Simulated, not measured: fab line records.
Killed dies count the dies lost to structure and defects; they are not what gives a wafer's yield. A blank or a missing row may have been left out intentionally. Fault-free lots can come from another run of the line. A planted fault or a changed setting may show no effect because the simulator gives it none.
The tool behind it: which one? / flow gf180mcu / 7 lots with 21 wafers sampled at 2 steps, on a route of 602 steps

== WHAT EACH GAUGE READ, for each wafer ==
GF_V5_RS_MEAS_24: uses a four-point probe to measure.
lot=L824; measured=day 28 00:00; on=film metro-02; V5_W_RS (ohm/sq)=0.327 0.326 0.331
lot=L826; measured=day 28 19:23; on=film metro-01; V5_W_RS (ohm/sq)=0.332 0.336 0.333
lot=L827; measured=day 29 08:18; on=film metro-02; V5_W_RS (ohm/sq)=0.333 0.334 0.334
lot=L830; measured=day 29 22:01; on=film metro-02; V5_W_RS (ohm/sq)=0.332 0.336 0.339
lot=L833; measured=day 30 17:13; on=film metro-02; V5_W_RS (ohm/sq)=0.326 0.330 0.328
lot=L838; measured=day 31 23:28; on=film metro-01; V5_W_RS (ohm/sq)=0.331 0.331 0.329
lot=L840; measured=day 32 12:51; on=film metro-03; V5_W_RS (ohm/sq)=0.333 0.330 0.328

== EACH LOT AND THE TOOL THAT RAN IT (in order: tool; ch and the chambers of the sampled wafers; start) ==
lot=L824; GF_CONTACT_CVD_00=hdpcvd-02 ch 0,1,2, day 15 22:38
lot=L826; GF_CONTACT_CVD_00=hdpcvd-02 ch 1,2, day 16 19:43
lot=L827; GF_CONTACT_CVD_00=hdpcvd-01 ch 0,2, day 17 10:19
lot=L830; GF_CONTACT_CVD_00=hdpcvd-02 ch 0,1, day 18 03:15
lot=L833; GF_CONTACT_CVD_00=hdpcvd-02 ch 0,1,2, day 19 06:01
lot=L838; GF_CONTACT_CVD_00=hdpcvd-02 ch 0,1,2, day 20 22:14
lot=L840; GF_CONTACT_CVD_00=hdpcvd-02 ch 0,1,2, day 21 18:18
- GF_CONTACT_CVD_00: deposits SiO2, target thk 300 nm, time 50 s.

== THE ANSWER, worked out from the rows above alone ==
Rule: the lots themselves supply what counts as usual. Put in order of their means at a reading, lots are off if they are a third of the lots or fewer, leave a main group of 4 or more, and stand apart from it by a gap of 3 or more times the standard deviation of the main group's means; of several such gaps the widest counts. The tables above print the reading to a certain number of digits; a main group whose means all agree to those digits is not used. Also off: a lot with no number at a reading for which 4 or more lots have one. The other lots that the step has rows for count as sound.
No lot is off on any of the readings shown, so nothing can be concluded from this.

== WHAT THE SIMULATOR HAD INSERTED ==
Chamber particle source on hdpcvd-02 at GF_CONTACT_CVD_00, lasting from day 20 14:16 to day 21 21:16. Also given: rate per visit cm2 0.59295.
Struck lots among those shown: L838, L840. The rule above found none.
